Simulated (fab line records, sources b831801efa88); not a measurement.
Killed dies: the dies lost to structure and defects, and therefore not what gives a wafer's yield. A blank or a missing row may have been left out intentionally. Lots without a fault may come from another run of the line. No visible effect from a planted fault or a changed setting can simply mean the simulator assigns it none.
A struck lot beside a sound one | flow gf180mcu | 18 out of 602 route steps
Sound: wafers L688.2, L688.5, L688.6. Struck: wafer L695.2 (L695.3, L695.6, from the same lot, were not struck and are left out); the cause is given at the end.
Each step with rows lists, per side, the tool, then ch with its chambers, then its first start. Under that, the readings that differ: sound wafers | struck wafers | difference of the means | sigmas: that difference in standard deviations of wafers without a fault.
alike: readings whose means differ by less than 2 such deviations, and words and numbers that are the same on both sides. not compared: withheld readings, readings that some wafer has no value for, bounds like >300 that may hide the same value, and numbers for which the record gives no deviation and whose values overlap.
The two part at a step that has a row with sigmas, a row that says differs or no value, or rows on one side only. Numbers that don't overlap but have no deviation are shown without sigmas and don't part them. A reading missing from all wafers of one side parts the sides only when that side holds two or more wafers.

first, 3 steps without rows for these wafers: GF_V1_EXPOSE_11 (exposes mask Via1, target cd 260 nm); GF_V1_PEB_12 (peb time 90 s); GF_V1_DEVELOP_13 (develop time 60 s).
GF_V1_CD_MEAS_14: target cd 260 nm.
  sound on cd_sem-02, day 17 22:45; struck on cd_sem-01, day 20 23:34
  alike: cd_nm
GF_V1_OVL_MEAS_15:
  sound on overlay-02, day 17 22:51; struck on overlay-01, day 20 23:40
  alike: V1_OVL
GF_V1_ETCH_16: etches BARC in N2/H2.
  sound on rie_diel-04 ch 0,1, day 17 22:53; struck on rie_diel-03 ch 1, day 20 23:42
  reading               | sound             | struck | difference | sigmas
  oes_product_au (a.u.) | 0.848 0.852 0.845 | 0.861  | +0.013     | +3
  alike: drypump_motor_current_A, throttle_valve_pct
GF_V1_ETCH_17: etches SiO2 in C4F8/O2/Ar, stops on TiN, target depth 630 nm.
  sound on rie_diel-04 ch 0,1; struck on rie_diel-03 ch 1
  alike: oes_product_au
GF_V1_STRIP_18: strips in O2/N2.
  sound on plasma_asher-03 ch 0,1, day 17 23:01; struck on plasma_asher-03 ch 1, day 20 23:50
  alike: drypump_motor_current_A, heater_power_w, oes_product_au
  not compared: rf_hours_counter_h
then, 3 steps without rows for these wafers: GF_V1_STRIP_19 (strips in post etch residue remover, time 1200 s); GF_V1_CLEAN_20 (cleans in DIW); GF_V1_SPUTTER_21 (material Ti, target thk 15 nm, time 80.02 s).
GF_V1_SPUTTER_22: material TiN, target thk 10 nm, time 40 s.
  sound on pvd_sputter-01, day 17 23:37; struck on pvd_sputter-04, day 21 00:25
  alike: throttle_valve_pct
GF_V1_CVD_23: deposits W, target thk 350 nm, time 105.05 s.
  sound on cvd_w-02 ch 0,1, day 17 23:39; struck on cvd_w-02 ch 1, day 21 00:28
  reading                          | sound             | struck | difference | sigmas
  chamber_pressure_Torr (Torr)     | 40.07 39.98 40.07 | 46.59  | +6.55      | +78
  model.W_of_V1_CVD_23.thk_nm (nm) | 351.3 347.6 353.5 | 368.7  | +17.9      |
  alike: heater_power_w
GF_V1_RS_MEAS_24: measures by four-point-probe.
  sound on film_metro-04, day 17 23:47; struck on film_metro-01, day 21 00:35
  reading          | sound             | struck | difference | sigmas
  V1_W_RS (ohm/sq) | 0.325 0.328 0.323 | 0.311  | -0.014     | -5
GF_V1_THK_MEAS_25: measures by xrf.
  sound on film_metro-04, day 17 23:54; struck on film_metro-01, day 21 00:42
  alike: V1_W_THK
GF_V1_CMP_26: polishes, stops on SiO2, t overpolish 15 s, target thk 0 nm.
  sound on cmp-02 ch 1,2,3, day 18 00:06; struck on cmp-02 ch 3, day 21 00:45
  reading                | sound    | struck | difference | sigmas
  time_to_endpoint_s (s) | 80 80 86 | 90     | +8         | +3
  alike: motor_current_A, platen_rpm
GF_M2_SPUTTER_00: material Ti, target thk 37.5 nm, time 150 s.
  sound on pvd_sputter-04, day 18 00:15; struck on pvd_sputter-03, day 21 01:03
  alike: throttle_valve_pct
GF_PASSIVATION_PROBE_99:
  the record has rows for the sound wafers here (prober-01, day 28 23:26) and none for the struck ones

== WHERE THEY PART ==
Earliest at GF_V1_ETCH_16; latest, in this record, at GF_PASSIVATION_PROBE_99.

WHY: the cause the simulator had injected
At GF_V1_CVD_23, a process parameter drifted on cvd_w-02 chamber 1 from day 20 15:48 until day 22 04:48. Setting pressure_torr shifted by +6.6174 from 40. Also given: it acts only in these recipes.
